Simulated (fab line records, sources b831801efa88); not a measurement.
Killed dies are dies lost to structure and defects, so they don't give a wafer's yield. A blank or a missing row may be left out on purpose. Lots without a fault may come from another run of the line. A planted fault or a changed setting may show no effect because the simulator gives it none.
Chamber matching | flow gf180mcu | GF_POLY_GATE_ETCH_13 on rie_si-01: 4 sister chambers
The step etches poly-Si in HBr/Cl2, stops on SiO2, target depth 198.5 nm, time 69.6 s. 16 wafers are shown with their chamber, then 8 later ones without.

WAFERS WITH THEIR CHAMBER
wafer  | chamber | drypump_motor_current_A (A) | oes_product_au (a.u.) | bias_w (W)
L139.2 | 1       | 6.2                         | 0.987                 | 99.85
L139.3 | 0       | 4.9                         | 0.996                 | 99.82
L139.4 | 2       | 6.0                         | 0.993                 | 100.36
L142.1 | 1       | 6.3                         | 0.997                 | 99.72
L142.2 | 3       | 6.5                         | 0.992                 | 100.06
L142.6 | 2       | 6.0                         | 1.008                 | 99.45
L144.2 | 1       | 6.2                         | 0.981                 | 100.05
L144.5 | 0       | 4.9                         | 0.994                 | 100.00
L144.6 | 2       | 5.9                         | 0.991                 | 99.56
L146.3 | 1       | 6.2                         | 0.985                 | 99.90
L146.5 | 3       | 6.5                         | 0.985                 | 100.10
L146.6 | 0       | 4.9                         | 0.996                 | 100.02
L147.1 | 2       | 6.0                         | 0.993                 | 100.12
L147.3 | 1       | 6.3                         | 0.977                 | 99.98
L147.4 | 2       | 6.0                         | 0.985                 | 100.15
L157.2 | 3       | 6.4                         | 0.995                 | 100.43

SIGNATURES (means of the wafers above)
reading                 | chamber 0 | chamber 1 | chamber 2 | chamber 3 | scatter within a chamber
drypump_motor_current_A | 4.900     | 6.240     | 5.980     | 6.467     | 0.0471
oes_product_au          | 0.99533   | 0.98540   | 0.99400   | 0.99067   | 0.0069
bias_w                  | 99.9467   | 99.9000   | 99.9280   | 100.1967  | 0.259
Rule: a wafer's distance from a chamber is the root of the sum, over the readings, of the square of ((its reading less the chamber's mean) divided by the reading's scatter). The wafer belongs to the nearest chamber; if the next one is less than 2 further off, it can't be placed. The scatter: the root of (the sum of the squares of (reading less its chamber's mean) over the shown wafers, divided by (wafers less chambers)).

WAFERS WITHOUT THEIR CHAMBER
wafer  | drypump_motor_current_A (A) | oes_product_au (a.u.) | bias_w (W)
L157.3 | 4.8                         | 1.001                 | 99.81
L157.4 | 6.5                         | 0.999                 | 100.04
L158.2 | 6.2                         | 0.990                 | 99.66
L158.3 | 4.9                         | 0.991                 | 99.86
L158.5 | 4.9                         | 1.006                 | 99.83
L162.3 | 6.2                         | 0.986                 | 99.65
L162.4 | 6.0                         | 0.996                 | 99.99
L162.5 | 6.3                         | 0.985                 | 99.29

WHICH CHAMBER EACH WENT THROUGH
wafer  | from the rows above | in truth
L157.3 | 0                   | 0
L157.4 | 3                   | 3
L158.2 | 1                   | 1
L158.3 | 0                   | 0
L158.5 | 0                   | 0
L162.3 | 1                   | 1
L162.4 | 2                   | 2
L162.5 | 1                   | 1
Placed correctly: 8 of 8. Can't be placed from these rows: 0. Placed wrongly: 0.
